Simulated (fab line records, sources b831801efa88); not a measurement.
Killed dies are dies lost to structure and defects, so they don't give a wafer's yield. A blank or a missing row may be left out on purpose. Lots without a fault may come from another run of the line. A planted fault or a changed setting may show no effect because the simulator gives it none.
Problem report in the 8D (eight disciplines) form, filled by code | flow gf180mcu | the parts of the form that need people (team, actions taken, sign-off) are left out

1. THE PROBLEM
chamber_pressure_pa at GF_V1_SPUTTER_22 reads a mean of 4.085 Pa on 2 wafers of 2 lots; wafers without a fault read 4.999 Pa with a standard deviation of 0.0098. That is -93 standard deviations from the usual mean.
The step: material TiN, target thk 10 nm, time 40 s.
First seen on wafer L531.4, day 22 16:49, on pvd_sputter-02. The record holds 18 wafers of 6 lots with a number at this step. Rule for "out", or "out of limits": more than 4 standard deviations from the usual mean. The other wafers with a number count as sound.

2. WHAT IT IS AND WHAT IT IS NOT
question                    | is                  | is not
which readings at this step | chamber_pressure_pa | -
which lots                  | L531, L535          | L522, L529, L533, L542
which wafers of those lots  | L531.4, L535.3      | L531.3, L531.6, L535.1, L535.6
read on which tools         | pvd_sputter-02      | pvd_sputter-03, pvd_sputter-04
when                        | from day 22 16:49   | up to then (8 sound wafers); but 8 sound wafers of L533, L535, L542 came after

3. SUSPECTS, AND WHAT RULES EACH OUT
Counting: a tool at a process step up to the reading stays a suspect if it ran every lot that is out. Sound lots after the first of them don't rule it out here, since some wafers of a struck lot are sound.
- plasma_asher-03 at GF_V1_STRIP_18 (strips in O2/N2): kept. It ran every lot that is out, first L531 (day 22 15:47).
- pvd_sputter-02 at GF_V1_SPUTTER_21 (material Ti, target thk 15 nm, time 80.02 s): kept. It ran every lot that is out, first L531 (day 22 16:46); its last sound lot up to then is L529 (day 22 07:19).
- pvd_sputter-02 at GF_V1_SPUTTER_22 (material TiN, target thk 10 nm, time 40 s): kept. It ran every lot that is out, first L531 (day 22 16:49); its last sound lot up to then is L529 (day 22 07:22). Its own readings are out on those wafers: chamber_pressure_pa.
Left after counting: plasma_asher-03 at GF_V1_STRIP_18, pvd_sputter-02 at GF_V1_SPUTTER_21, pvd_sputter-02 at GF_V1_SPUTTER_22.

4. THE CAUSE (what the simulator had put in)
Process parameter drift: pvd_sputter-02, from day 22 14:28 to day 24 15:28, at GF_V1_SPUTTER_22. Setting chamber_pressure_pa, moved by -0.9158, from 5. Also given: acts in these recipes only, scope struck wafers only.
Counting left 3 suspects, and this tool is among them.

5. THE CHAIN OF EFFECTS, in route order
Each row: a reading whose mean over the struck wafers that have a number lies more than 3 standard deviations from the usual. Only readings for which the record gives a usual standard deviation are gone through. hours: the time from each lot's start at the first step in this table that gives one to its start at this step, as a median over the lots. sigmas: the change in usual standard deviations.
hours | step             | reading             | usual    | on struck wafers | change | sigmas
0     | GF_V1_SPUTTER_22 | chamber_pressure_pa | 4.999 Pa | 4.085            | -0.914 | -93
0     | GF_V1_SPUTTER_22 | throttle_valve_pct  | 30.6 %   | 34.3             | +3.7   | +3.4
The process steps in it:
- GF_V1_SPUTTER_22: material TiN, target thk 10 nm, time 40 s.

6. WHAT WOULD HAVE CAUGHT IT SOONER
In this record the first reading out of limits was taken at day 22 16:49, 2 hours after the fault began at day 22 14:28.
